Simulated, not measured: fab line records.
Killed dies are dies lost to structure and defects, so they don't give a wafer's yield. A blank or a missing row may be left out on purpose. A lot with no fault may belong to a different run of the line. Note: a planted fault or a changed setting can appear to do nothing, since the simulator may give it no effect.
Problem report in the 8D (eight disciplines) form, filled by code	flow sky130	the parts of the form that need people (team, actions taken, sign-off) are left out

== 1. WHAT WENT WRONG ==
At SKY_METAL3_METAL_ETCH_18, oes_product_au averages 1.002 a.u. over 6 wafers from 2 lots, while fault-free wafers read 0.864 a.u., standard deviation 0.007. Relative to the usual mean, that is a shift of +20 standard deviations.
The step: etches the open film in Cl2/BCl3, stops on SiO2, target depth 845 nm, time 183.1 s.
First seen on wafer L812.1, day 40 22:01, on rie_metal-01. The record holds 33 wafers of 11 lots with a number at this step. Rule for "out" (also "out of limits"): further than 4 standard deviations from the usual mean. The rest of the wafers with a number are treated as sound.

== 2. WHAT IT IS; WHAT IT IS NOT ==
question	is	is not
which readings at this step	oes_product_au	drypump_motor_current_A
which lots	L812, L813	L806, L807, L811, L819, L820, L821, L825, L827, L828
which wafers of those lots	all that have a number	-
read on which tools	rie_metal-01, rie_metal-02	rie_metal-04
when	from day 40 22:01	up to then (9 sound wafers); but 18 sound wafers of L819, L820, L821, L825, L827, L828 came after

== 3. SUSPECTS, AND WHAT RULES EACH OUT ==
Counting: a tool at a process step up to the reading stays a suspect if it ran every lot that is out and no sound lot after the first of them.
- pvd_sputter-04 at SKY_METAL3_SPUTTER_02 (material AlCu, target thk 735 nm, time 39.1 s): ruled out as a lasting fault. Sound lots L828 ran on it after its first lot that is out, L812 (day 38 21:11).
- plasma_asher-01 at SKY_CAPM_STRIP_14 (strips in O2/N2): ruled out as a lasting fault. Sound lots L821, L825 ran on it after its first lot that is out, L812 (day 39 21:23).
Left after counting: nothing in the record.

== 4. THE CAUSE (what the simulator had put in) ==
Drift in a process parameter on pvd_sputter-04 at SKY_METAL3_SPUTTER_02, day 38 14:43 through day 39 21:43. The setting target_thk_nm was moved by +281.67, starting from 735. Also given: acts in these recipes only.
Counting ruled it out, wrongly: the rule takes a fault to strike every lot that its tool runs from its start on, and this one did not.

== 5. THE CHAIN OF EFFECTS, in route order ==
Each row: a reading whose mean over the struck wafers that have a number lies more than 3 standard deviations from the usual. Only readings whose record carries a usual standard deviation are examined. hours: median over the lots of the time between each lot's start at the first step of this table that gives one and its start at this step. sigmas: the change, counted in usual standard deviations.
hours	step	reading	usual	on struck wafers	change	sigmas
0	SKY_METAL3_METAL_ETCH_18	oes_product_au	0.864 a.u.	1.002	+0.138	+20
162	SKY_PAD_OPEN_PROBE_99	defect_limited_yield	82.7 %	5.3	-77.4	-43
162	SKY_PAD_OPEN_PROBE_99	killed_at_M0_to_M3	42	424	+382	+51
162	SKY_PAD_OPEN_PROBE_99	killed_dies	85	466	+381	+43
162	SKY_PAD_OPEN_PROBE_99	killed_on_rim	17	90	+72	+19
162	SKY_PAD_OPEN_PROBE_99	sort_bin_5_function	10.1 %	88.0	+77.9	+49
162	SKY_PAD_OPEN_PROBE_99	sort_n_pass	407	26	-381	-42
162	SKY_PAD_OPEN_PROBE_99	sort_yield_pct	82.7 %	5.3	-77.4	-43
Process steps it contains:
- SKY_METAL3_METAL_ETCH_18: etches the open film in Cl2/BCl3, stops on SiO2, target depth 845 nm, time 183.1 s.
- SKY_PAD_OPEN_PROBE_99

== 6. HOW IT WOULD HAVE BEEN CAUGHT EARLIER ==
The fault began at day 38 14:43; the first out-of-limits reading in this record came at day 40 22:01, 55 hours later.
Of the tool readings at SKY_METAL3_SPUTTER_02 for which the record gives a usual standard deviation, none was out on any struck wafer, so an alarm limit of 4 standard deviations on them would not have fired.
